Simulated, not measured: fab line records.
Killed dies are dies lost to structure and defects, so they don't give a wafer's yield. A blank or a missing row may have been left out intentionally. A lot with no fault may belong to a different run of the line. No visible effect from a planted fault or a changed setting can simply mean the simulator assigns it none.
One fault seen from 2 desks :: flow gf180mcu :: every desk sees just its own numbers, and what lay behind them comes last

== THE TOOL OWNER'S DESK: lithoTrack-04 ==
The tool's own readings at GF_M5_PEB_05 (peb time 90 s): means of the sampled wafers that have a number, for each lot that ran on this tool. Marked OUT: a lot whose mean sits more than 4 standard deviations from the usual mean, which makes it out of limits; the brackets give that distance.
Columns: A = chillPlateTempC at GF_M5_PEB_05, usual 23.03 C; B = exhaustPa at GF_M5_PEB_05, usual 44.9 Pa
lot: L362
first seen here: day 28 17:15
A: 23.05
B: 45.4

lot: L377
first seen here: day 32 09:53
A: 23.06
B: 45.4
Result from this desk: across the 2 lots, nothing is out of limits.

== THE METROLOGY DESK ==
Means of the sampled wafers that have a number, per lot and without regard to the tool the lot ran on: this is what the gauges read. Marked OUT: a lot whose mean sits more than 4 standard deviations from the usual mean, which makes it out of limits; the brackets give that distance.
Columns: A = cdNm at GF_M5_CD_MEAS_07, usual 279.8 nm; B = M5_OVL at GF_M5_OVL_MEAS_08, usual 1 nm
lot: L358
first seen here: day 27 06:43
A: 277.1
B: 10

lot: L362
first seen here: day 28 17:35
A: 276.7
B: 5

lot: L367
first seen here: day 30 02:47
A: 277.8
B: 1

lot: L376
first seen here: day 32 04:37
A: 280.1
B: -4

lot: L377
first seen here: day 32 10:14
A: 281.5
B: 4
Result from this desk: across the 5 lots, nothing is out of limits.

== TAKEN TOGETHER ==
The tool owner's desk saw nothing out of limits.
At the metrology desk, nothing out of limits was observed.

== WHAT THE SIMULATOR HAD INSERTED ==
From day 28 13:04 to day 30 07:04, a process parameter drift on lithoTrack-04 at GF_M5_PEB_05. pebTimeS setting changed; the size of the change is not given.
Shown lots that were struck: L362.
